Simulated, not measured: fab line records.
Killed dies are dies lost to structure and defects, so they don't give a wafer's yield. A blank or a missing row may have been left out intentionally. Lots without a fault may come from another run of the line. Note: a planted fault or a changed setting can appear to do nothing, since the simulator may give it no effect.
Code-filled problem report in 8D (eight disciplines) form + flow sky130 + the parts of the form that need people (team, actions taken, sign-off) are left out

1. WHAT IS WRONG
Mean of oesProductAu at SKY_PAD_OPEN_ETCH_07: 0.889 a.u. across 2 wafers in 2 lots; on wafers with no fault it is 0.979 a.u. (standard deviation 0.0071). That is -13 standard deviations from the usual mean.
The step: etches the open film in CF4/O2, stops on AlCu, target depth 725 nm, time 161.1 s.
Seen first at day 47 23:23 on rieDiel-03, wafer L909.4. Wafers with a number at this step in the record: 39, from 13 lots. Rule for "out", or "out of limits": more than 4 standard deviations from the usual mean. The rest of the wafers with a number are treated as sound.

2. WHAT IT IS, WHAT IT ISN'T
| question                    | is                | is not                                                                                                               |
|-----------------------------|-------------------|----------------------------------------------------------------------------------------------------------------------|
| which readings at this step | oesProductAu      | biasW, drypumpMotorCurrentA                                                                                          |
| which lots                  | L909, L910        | L900, L901, L907, L912, L915, L917, L918, L920, L921, L922, L923                                                     |
| which wafers of those lots  | L909.4, L910.6    | L909.1, L909.2, L910.2, L910.5                                                                                       |
| read on which tools         | rieDiel-03        | rieDiel-02, rieDiel-04                                                                                               |
| when                        | from day 47 23:23 | up to then (11 sound wafers); but 26 sound wafers of L910, L912, L915, L917, L918, L920, L921, L922, L923 came after |

3. THE SUSPECTS, EACH WITH WHAT RULES IT OUT
Counting: any tool at a process step up to the reading remains a suspect provided it ran every lot that is out. Sound lots after the first of them don't rule it out here, since some wafers of a struck lot are sound.
- rieDiel-03 at SKY_PAD_OPEN_ETCH_07 (etches the open film in CF4/O2, stops on AlCu, target depth 725 nm, time 161.1 s): kept. Ran every lot that is out, first one L909 (day 47 23:23); last sound lot up to then L907 (day 47 12:46). Out on those wafers are its own readings of oesProductAu.
Remaining after the count: rieDiel-03 at SKY_PAD_OPEN_ETCH_07.

4. THE CAUSE (what the simulator had put in)
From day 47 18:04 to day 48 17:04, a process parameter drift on rieDiel-03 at SKY_PAD_OPEN_ETCH_07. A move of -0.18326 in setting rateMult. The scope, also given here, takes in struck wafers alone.
This tool alone remained once counting was done.

5. SEQUENCE OF EFFECTS, ordered by route
One row per reading whose mean, taken over the struck wafers that have a number, lies over 3 standard deviations from the usual. Readings are gone through only where the record gives a usual standard deviation; hours: the median, over the lots, of the time from a lot's start at the first step in this table giving one to that lot's start at this step; sigmas: the change measured in usual standard deviations.
| hours | step                 | reading      | usual      | on struck wafers | change | sigmas |
|-------|----------------------|--------------|------------|------------------|--------|--------|
| 0     | SKY_PAD_OPEN_ETCH_07 | oesProductAu | 0.979 a.u. | 0.889            | -0.090 | -13    |
It contains these process steps:
- SKY_PAD_OPEN_ETCH_07: etches the open film in CF4/O2, stops on AlCu, target depth 725 nm, time 161.1 s.

6. HOW IT WOULD HAVE BEEN CAUGHT EARLIER
In this record no reading fell out of limits until day 47 23:23, 5 hours after the fault had begun at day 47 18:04.
